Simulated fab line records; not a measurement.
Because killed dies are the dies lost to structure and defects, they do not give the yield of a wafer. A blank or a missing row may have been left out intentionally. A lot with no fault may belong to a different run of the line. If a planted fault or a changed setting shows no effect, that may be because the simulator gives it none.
2 desks, one fault / flow sky130 / numbers are kept per desk, each desk with only its own; the story behind them comes last

== TOOL OWNER'S DESK, rtp anneal-02 ==
Per lot that ran on this tool, the mean of the sampled wafers carrying a number, from the tool's own readings at SKY_SD_N_RTA_14 (time 2 s). If a lot's mean is further than 4 standard deviations from the usual mean, the lot is out of limits and carries the mark OUT (the distance appears in the brackets).
Columns: A = lamp power pct at SKY_SD_N_RTA_14, usual 15.74 %; B = wafer_temp_C_max at SKY_SD_N_RTA_14, usual 1078.2
lot=L634; first seen here=day 27 09:37; A=15.75; B=1077.8
lot=L636; first seen here=day 28 12:02; A=15.73; B=1078.4
lot=L638; first seen here=day 28 19:07; A=15.78; B=1077.2
lot=L640; first seen here=day 31 07:01; A=15.66; B=1078.6
lot=L643; first seen here=day 31 10:10; A=15.73; B=1080.1
lot=L646; first seen here=day 31 20:22; A=15.73; B=1078.0
lot=L647; first seen here=day 32 06:07; A=16.84 (+22) OUT; B=1129.4 (+32) OUT
lot=L650; first seen here=day 33 03:43; A=16.92 (+23) OUT; B=1130.2 (+33) OUT
This desk's finding: out of limits on L647, L650; first on L647, day 32 06:07 (lamp power pct at SKY_SD_N_RTA_14). L634, L636, L638, L640, L643, L646: within limits.

== FROM THE METROLOGY DESK ==
Means of the sampled wafers that have a number, per lot and without regard to the tool the lot ran on: this is what the gauges read. If a lot's mean is further than 4 standard deviations from the usual mean, the lot is out of limits and carries the mark OUT (the distance appears in the brackets).
Columns: A = SD_N_RS at SKY_SD_N_RS_MEAS_16, usual 68.62 ohm/sq; B = SD_P_RS at SKY_SD_N_RS_MEAS_17, usual 147.3 ohm/sq; C = RES_XHIGH_RS at SKY_SD_N_RS_MEAS_18, usual 333.4 ohm/sq
lot=L634; first seen here=day 27 09:47; A=68.68; B=147.8; C=334.2
lot=L636; first seen here=day 28 12:13; A=68.59; B=147.1; C=333.0
lot=L638; first seen here=day 28 19:17; A=68.55; B=147.1; C=333.4
lot=L640; first seen here=day 31 07:11; A=68.62; B=147.4; C=333.9
lot=L641; first seen here=day 31 07:33; A=68.56; B=146.6; C=334.4
lot=L643; first seen here=day 31 10:20; A=68.53; B=146.9; C=331.9
lot=L646; first seen here=day 31 20:32; A=68.52; B=146.8; C=334.1
lot=L648; first seen here=day 32 06:01; A=68.67; B=147.1; C=334.7
lot=L647; first seen here=day 32 06:19; A=58.99 (-80) OUT; B=101.2 (-99 or more) OUT; C=330.1
lot=L650; first seen here=day 33 03:55; A=59.02 (-80) OUT; B=100.9 (-99 or more) OUT; C=328.0 (-5.4) OUT
lot=L652; first seen here=day 35 00:19; A=68.55; B=147.4; C=334.1
lot=L654; first seen here=day 35 04:29; A=68.66; B=147.4; C=334.2
lot=L653; first seen here=day 35 07:20; A=68.68; B=147.8; C=332.2
lot=L657; first seen here=day 35 08:56; A=68.66; B=147.7; C=334.0
This desk finds L647, L650 out of limits, with the earliest case on L647 at day 32 06:19 (SD_N_RS at SKY_SD_N_RS_MEAS_16). L634, L636, L638, L640, L641, L643, L646, L648, L652, L654, L653, L657: within limits.

== PUT TOGETHER ==
On L647, L650, at day 32 06:07, an alarm was possible from the tool owner's desk.
L647, L650 would have let the metrology desk raise an alarm at day 32 06:19.
Every lot named ran SKY_SD_N_RTA_14 on rtp anneal-02.

== WHAT THE SIMULATOR HAD INSERTED ==
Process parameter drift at SKY_SD_N_RTA_14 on rtp anneal-02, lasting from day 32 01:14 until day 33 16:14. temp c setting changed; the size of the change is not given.
Lots struck among those shown: L647, L650.
Time in hours from fault onset to the first out-of-limits reading at each desk: tool owner's desk 5, metrology desk 5.
